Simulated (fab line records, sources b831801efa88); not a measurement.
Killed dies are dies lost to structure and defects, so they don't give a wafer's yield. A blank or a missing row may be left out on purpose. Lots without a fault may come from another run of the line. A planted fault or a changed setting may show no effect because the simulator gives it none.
fab line records | flow sfq_line
record lots=15 wafers=45 last_day=90
route steps=325 shown I1@75 M2@95 I3@135
lots that met no fault: from a run of the same line without faults
start_h: hours from the record's first day to the start of the lot's first wafer shown | wait_h: hours since the lot's step before | " the same as in the row above | L1.1+2: a row that stands for several wafers | - no value, or no start given | * or withheld: withheld | < > ~ a bound
route shown NAME@n: a module of which the file shows steps, and the number in the route of the first | usual: mean/standard deviation of fault-free wafers | same: alike in all rows | chamber/n: place in a boat | sites: the reading at each site | _std_site: their standard deviation | _edge_site: outer sites' mean less inner sites' | radius_mm: how far each site lies from the wafer's centre | mask NAME#n: copy n | behind: the tool/chamber that last shaped the wafer | hold: why the lot was held/for how many hours/how that ended | device: the transistor (n, p or np) that didn't switch | end of line: the same wafers' tests at the end of the route | a step without rows: its recipe alone | killed: dies lost to structure and defects at the first sort, not the wafer's yield | map: a wafer's dies, x killed, . not, _ none there
set.NAME: the setting as run; set.NAME@STEP: as run at that earlier step | model.NAME: the simulator's own value behind a step, which no gauge read
steps of the route over a sample of lots; a table a step, a row a wafer
services: from which hour (start_h, from the record's first day; less than 0 if before it) a tool's chamber was out of use, for how many hours, and why
## steps
# step SFQ_I1_BOW_MEAS_912
# recipe mode=bow
# usual I1_BOW=1/7.5
# columns lot.wafer tool chamber start_h wait_h I1_BOW[um]
L961.2 film_metro-01 - 416.78 1.0 -5
L961.3 " - " " -1
L961.4 " - " " -1
L962.3 film_metro-04 - 423.10 1.5 10
L962.4 " - " " -9
L962.6 " - " " 8
L963.1 film_metro-04 - 428.28 1.0 11
L963.2 " - " " -1
L963.3 " - " " 3
L964.1 film_metro-03 - 441.06 2.0 7
L964.5 " - " " 5
L964.6 " - " " 11
L965.2 film_metro-03 - 449.30 1.5 -21
L965.4 " - " " 6
L965.6 " - " " -11
L966.2 film_metro-03 - 461.30 2.5 3
L966.4 " - " " 8
L966.5 " - " " -2
L967.1 film_metro-01 - 467.28 2.0 4
L967.5 " - " " 3
L967.6 " - " " -11
L968.1 film_metro-04 - 470.28 2.0 -7
L968.4 " - " " 5
L968.5 " - " " -7
L969.2 film_metro-03 - 474.08 1.0 -5
L969.3 " - " " 5
L969.6 " - " " 8
L970.2 film_metro-04 - 479.30 1.0 7
L970.4 " - " " -3
L970.6 " - " " 3
L971.1 film_metro-01 - 480.06 1.5 7
L971.4 " - " " 1
L971.5 " - " " 11
L981.1 film_metro-01 - 585.42 1.5 2
L981.4 " - " " -6
L981.6 " - " " 5
L982.1 film_metro-04 - 597.42 2.5 1
L982.2 " - " " -9
L982.6 " - " " 7
L983.2 film_metro-01 - 603.42 2.5 -7
L983.4 " - " " 0
L983.5 " - " " 7
L984.2 film_metro-03 - 609.42 2.5 -7
L984.4 " - " " -7
L984.5 " - " " -6
# step SFQ_TRILAYER_I1_VIA_BARC_OPEN_VIA_ETCH_071
# recipe mask_material=PR chemistry=O2 target_depth_nm=125 target=BARC source_w=500 bias_w=80 pressure_mtorr=30 time_s=41.7
# usual drypump_motor_current_A=5.7/0.36 oes_product_au=0.686/0.0046
# columns lot.wafer tool chamber start_h wait_h drypump_motor_current_A oes_product_au rf_hours_counter_h
L961.2 rie_diel-03 2 541.18 0.0 6.2 0.682 2
L961.3 " 3 " " 5.4 0.687 7
L961.4 " 2 " " 6.2 0.683 -
L962.3 rie_diel-01 3 544.78 0.0 5.2 0.686 7
L962.4 " 3 " " 5.1 0.682 -
L962.6 " 1 " " 5.8 0.689 -
L963.1 rie_diel-01 3 550.33 0.0 5.1 0.684 7
L963.2 " 0 " " 5.4 0.687 2
L963.3 " 1 " " 5.8 0.686 6
L964.1 rie_diel-03 3 561.13 0.0 5.3 0.687 7
L964.5 " 2 " " 6.2 0.682 -
L964.6 " 0 " " 5.3 0.687 -
L965.2 rie_diel-04 2 573.25 0.0 6.0 0.690 46
L965.4 " 0 " " 6.2 0.684 12
L965.6 " 3 " " 6.2 0.684 -
L966.2 rie_diel-01 2 585.25 0.0 6.0 0.689 0
L966.4 " 0 " " 5.4 0.688 3
L966.5 " 2 " " 6.0 0.690 -
L967.1 rie_diel-01 1 594.85 0.0 5.8 0.687 6
L967.5 " 3 " " 5.2 0.681 -
L967.6 " 0 " " 5.4 0.686 -
L968.1 rie_diel-03 3 598.45 0.0 5.3 0.681 8
L968.4 " 0 " " 5.3 0.678 12
L968.5 " 3 " " 5.3 0.690 -
L969.2 rie_diel-04 2 601.45 0.0 6.0 0.695 46
L969.3 " 0 " " 6.1 0.692 13
L969.6 " 1 " " 5.7 0.683 -
L970.2 rie_diel-03 2 606.25 0.0 6.2 0.689 3
L970.4 " 0 " " 5.3 0.682 12
L970.6 " 1 " " 5.7 0.685 -
L971.1 rie_diel-01 2 607.45 0.0 6.0 0.682 1
L971.4 " 3 " " 5.1 0.684 8
L971.5 " 1 " " 5.8 0.687 -
L981.1 rie_diel-01 0 717.30 0.0 5.4 0.685 4
L981.4 " 3 " " 5.2 0.687 10
L981.6 " 1 " " 5.8 0.682 -
L982.1 rie_diel-03 2 724.63 0.0 6.2 0.688 5
L982.2 " 3 " " 5.3 0.679 10
L982.6 " 1 " " 5.7 0.681 -
L983.2 rie_diel-04 0 728.23 0.0 6.2 0.690 14
L983.4 " 2 " " 6.0 0.688 48
L983.5 " 0 " " 6.2 0.695 -
L984.2 rie_diel-03 0 735.43 0.0 5.3 0.684 14
L984.4 " 3 " " 5.3 0.684 10
L984.5 " 2 " " 6.2 0.690 -
# step SFQ_TRILAYER_M2_LITHO_EXPOSE_058
# recipe mask_id=M2 na=0.6 source_shape=conventional sigma_outer=0.65 target_cd_nm=500 dose_mj=14.4
# usual exposure_dose_mJ_cm2=14.397/0.014
# same na=0.6
# columns lot.wafer tool chamber start_h wait_h mask exposure_dose_mJ_cm2
L961.2 krf_scanner-01 0 545.59 - M2#0 14.401
L961.3 " 0 " " M2#0 14.406
L961.4 " 0 " " M2#0 14.408
L962.3 krf_scanner-01 0 548.19 - M2#0 14.404
L962.4 " 0 " " M2#0 14.385
L962.6 " 0 " " M2#0 14.399
L963.1 krf_scanner-01 0 554.66 - M2#0 14.391
L963.2 " 0 " " M2#0 14.395
L963.3 " 0 " " M2#0 14.414
L964.1 krf_scanner-01 0 563.70 - M2#0 14.401
L964.5 " 0 " " M2#0 14.409
L964.6 " 0 " " M2#0 14.395
L965.2 krf_scanner-01 0 712.36 - M2#0 14.408
L965.4 " 0 " " M2#0 14.392
L965.6 " 0 " " M2#0 14.388
L966.2 krf_scanner-01 0 713.56 - M2#0 14.386
L966.4 " 0 " " M2#0 14.386
L966.5 " 0 " " M2#0 14.400
L967.1 krf_scanner-02 0 721.90 - M2#0 14.422
L967.5 " 0 " " M2#0 14.385
L967.6 " 0 " " M2#0 14.407
L968.1 krf_scanner-02 0 724.30 - M2#0 13.018
L968.4 " 0 " " M2#0 13.028
L968.5 " 0 " " M2#0 13.030
L969.2 krf_scanner-02 0 725.70 - M2#0 13.040
L969.3 " 0 " " M2#0 13.057
L969.6 " 0 " " M2#0 13.044
L970.2 krf_scanner-02 0 729.30 - M2#0 13.053
L970.4 " 0 " " M2#0 13.061
L970.6 " 0 " " M2#0 13.060
L971.1 krf_scanner-02 0 732.70 - M2#0 13.053
L971.4 " 0 " " M2#0 13.061
L971.5 " 0 " " M2#0 13.032
L981.1 krf_scanner-01 0 829.58 - M2#0 14.410
L981.4 " 0 " " M2#0 14.411
L981.6 " 0 " " M2#0 14.417
L982.1 krf_scanner-01 0 837.98 - M2#0 14.402
L982.2 " 0 " " M2#0 14.422
L982.6 " 0 " " M2#0 14.413
L983.2 krf_scanner-01 0 841.78 - M2#0 14.408
L983.4 " 0 " " M2#0 14.364
L983.5 " 0 " " M2#0 14.407
L984.2 krf_scanner-01 0 848.98 - M2#0 14.404
L984.4 " 0 " " M2#0 14.387
L984.5 " 0 " " M2#0 14.384
# step SFQ_I3_BOW_MEAS_922
# recipe mode=bow
# usual I3_BOW=2/8.6
# columns lot.wafer tool chamber start_h wait_h I3_BOW[um]
L961.2 film_metro-03 - 776.16 1.0 -9
L961.3 " - " " -4
L961.4 " - " " -4
L962.3 film_metro-03 - 782.18 2.0 18
L962.4 " - " " 1
L962.6 " - " " 18
L963.1 film_metro-01 - 782.50 2.5 19
L963.2 " - " " 7
L963.3 " - " " 12
L964.1 film_metro-01 - 803.14 1.0 2
L964.5 " - " " 1
L964.6 " - " " 5
L965.2 film_metro-04 - 822.12 1.5 -25
L965.4 " - " " 3
L965.6 " - " " -14
L966.2 film_metro-03 - 824.16 1.5 11
L966.4 " - " " 15
L966.5 " - " " 3
L967.1 film_metro-01 - 828.10 1.0 -4
L967.5 " - " " -5
L967.6 " - " " -17
L968.1 film_metro-03 - 918.51 1.0 -7
L968.4 " - " " 4
L968.5 " - " " -8
L969.2 film_metro-04 - 927.53 1.0 -10
L969.3 " - " " 1
L969.6 " - " " 5
L970.2 film_metro-03 - 931.14 2.0 7
L970.4 " - " " -3
L970.6 " - " " 4
L971.1 film_metro-04 - 1085.24 2.0 5
L971.4 " - " " 0
L971.5 " - " " 8
L981.1 film_metro-04 - 1161.73 1.5 14
L981.4 " - " " 4
L981.6 " - " " 17
L982.1 film_metro-01 - 1167.73 1.0 2
L982.2 " - " " -9
L982.6 " - " " 9
L983.2 film_metro-01 - 1170.75 1.0 -6
L983.4 " - " " 1
L983.5 " - " " 9
L984.2 film_metro-03 - 1176.26 2.0 -6
L984.4 " - " " -5
L984.5 " - " " -4
## services
# columns tool chamber start_h hours kind
rie_diel-03 1 521.13 61.1 repair
rie_diel-03 2 521.38 6.5 repair
rie_diel-03 3 527.25 7.4 repair
krf_scanner-02 - 533.84 1.0 pm
rie_diel-04 0 538.52 33.4 repair
krf_scanner-02 - 566.79 3.6 pm
rie_diel-01 3 578.28 5.5 repair
krf_scanner-02 - 593.88 1.3 repair
krf_scanner-01 - 620.31 1.0 pm
rie_diel-03 - 625.24 0.3 repair
krf_scanner-01 - 636.91 0.8 pm
krf_scanner-01 - 643.66 1.3 pm
krf_scanner-02 - 649.18 1.3 pm
krf_scanner-02 - 702.65 1.0 pm
krf_scanner-02 - 703.62 3.6 repair
krf_scanner-02 - 711.97 4.4 pm
krf_scanner-01 - 720.56 3.6 pm
rie_diel-01 - 730.32 1.7 repair
krf_scanner-02 - 753.10 4.0 pm
krf_scanner-01 - 789.22 1.0 pm
krf_scanner-01 - 805.70 0.8 pm
krf_scanner-01 - 818.72 1.3 pm
krf_scanner-01 - 822.69 0.9 repair
krf_scanner-02 - 825.52 1.3 pm
## key
first_sign step=SFQ_TRILAYER_M2_LITHO_EXPOSE_058 reading=exposure_dose_mJ_cm2 direction=down sigmas=98 usual=14.397 struck=13.045
effect none on later readings
met_at SFQ_TRILAYER_M2_LITHO_EXPOSE_058
struck_lots L968,L969,L970,L971
not_acting_at SFQ_I1_BOW_MEAS_912,SFQ_TRILAYER_I1_VIA_BARC_OPEN_VIA_ETCH_071,SFQ_I3_BOW_MEAS_922
fault kind=process_parameter_drift tool=krf_scanner-02 chamber=- onset_h=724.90 steps=SFQ_TRILAYER_M2_LITHO_EXPOSE_058 channel=dose_mj offset=-1.3556 shape=step acts_in=these_recipes_only stated=14.4
